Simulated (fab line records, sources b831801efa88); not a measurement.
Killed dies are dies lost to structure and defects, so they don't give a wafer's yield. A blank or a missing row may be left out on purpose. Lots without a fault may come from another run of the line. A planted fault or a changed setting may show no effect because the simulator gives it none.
A struck lot beside a sound one | flow sky130 | 20 steps out of a route of 708
Sound: wafers L790.2, L790.3, L790.4. Struck: wafers L800.2, L800.3, L800.4. The cause comes at the end.
At each step with rows: each side's tool, then ch and its chambers, then its first start. Under that, the readings that differ: sound wafers | struck wafers | difference of the means | sigmas: that difference in standard deviations of wafers without a fault.
alike: readings whose means differ by less than 2 such deviations, and words and numbers that are the same on both sides. not compared: withheld readings, readings that some wafer has no value for, bounds like >300 that may hide the same value, and numbers for which the record gives no deviation and whose values overlap.
The two part at a step that has a row with sigmas, a row that says differs or no value, or rows on one side only. Numbers that don't overlap but have no deviation are shown without sigmas and don't part them. A reading that every wafer of one side lacks parts them only if that side has two wafers or more.

SKY_POLY_GATE_CD_MEAS_22:
  sound on cd_sem-02, day 18 09:38; struck on cd_sem-01, day 21 05:19
  alike: cd_nm
then, 7 steps without rows for these wafers: SKY_LDD_N_DEHYDRATE_00 (time 60 s); SKY_LDD_N_HMDS_01 (prime time 60 s); SKY_LDD_N_COAT_02 (resist thk 300 nm); SKY_LDD_N_SOFTBAKE_03 (time 60 s); SKY_LDD_N_EXPOSE_04 (exposes mask NTM, target cd 840 nm); SKY_LDD_N_PEB_05; SKY_LDD_N_DEVELOP_06 (develop time 60 s).
SKY_LDD_N_OVL_MEAS_07:
  sound on overlay-02, day 19 16:03; struck on overlay-02, day 22 11:05
  alike: LDD_N_OVL
then, 3 steps without rows for these wafers: SKY_LDD_N_IMPLANT_08; SKY_LDD_N_IMPLANT_09; SKY_LDD_N_IMPLANT_10.
SKY_LDD_N_IMPLANT_11:
  sound on implanter-01 ch 0, day 19 16:34; struck on implanter-04 ch 0, day 22 11:35
  reading            | sound                         | struck                        | difference | sigmas
  dose_ions_cm2      | 7.513e+13 7.514e+13 7.507e+13 | 5.715e+13 5.707e+13 5.703e+13 | -1.803e+13 | -99 or more
  faraday_current_uA | 423 414 445                   | 317 325 327                   | -104       | -11
then, 4 steps without rows for these wafers: SKY_LDD_N_IMPLANT_12; SKY_LDD_N_IMPLANT_13; SKY_LDD_N_IMPLANT_14; SKY_LDD_N_IMPLANT_15.
SKY_LDD_N_STRIP_16: strips in O2/N2.
  sound on plasma_asher-01 ch 0,1, day 19 17:17; struck on plasma_asher-02 ch 0,1, day 22 12:19
  reading                      | sound             | struck            | difference | sigmas
  strip_time_to_endpoint_s (s) | 4.335 4.318 4.312 | 4.250 4.264 4.270 | -0.060     | -4
  alike: drypump_motor_current_A, o2_flow_sccm, oes_product_au
  not compared: rf_hours_counter_h
SKY_LDD_N_TW_MEAS_17:
  sound on film_metro-03, day 19 17:23; struck on film_metro-02, day 22 12:25
  alike: LDD_N_TW
-- the record jumps here: 26 days lie between the struck wafers' starts before and after (it left off in module LDD_N and takes up again in module PAD_OPEN, whose first step shown is number 708 of the route) --
SKY_PAD_OPEN_PROBE_99:
  sound on prober-02, day 47 01:38; struck on prober-01, day 48 20:16
  reading                     | sound             | struck            | difference | sigmas
  model.etest.tip_n.rs_ohm_sq | 441.6 441.9 444.3 | 458.9 457.1 459.2 | +15.8      |
  alike: killed_at_M0_to_M3, killed_at_M4_up, killed_at_contacts, killed_at_front_end, killed_at_other, killed_dies, killed_open, killed_short

WHERE THEY PART
First at SKY_LDD_N_IMPLANT_11; last, within this record, at SKY_LDD_N_STRIP_16. Later steps at which nothing parts them and some readings are alike: SKY_LDD_N_TW_MEAS_17, SKY_PAD_OPEN_PROBE_99.

WHY: what the simulator had put in
Process parameter drift: implanter-04, from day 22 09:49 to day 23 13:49, at SKY_LDD_N_IMPLANT_11. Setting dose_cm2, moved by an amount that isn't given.
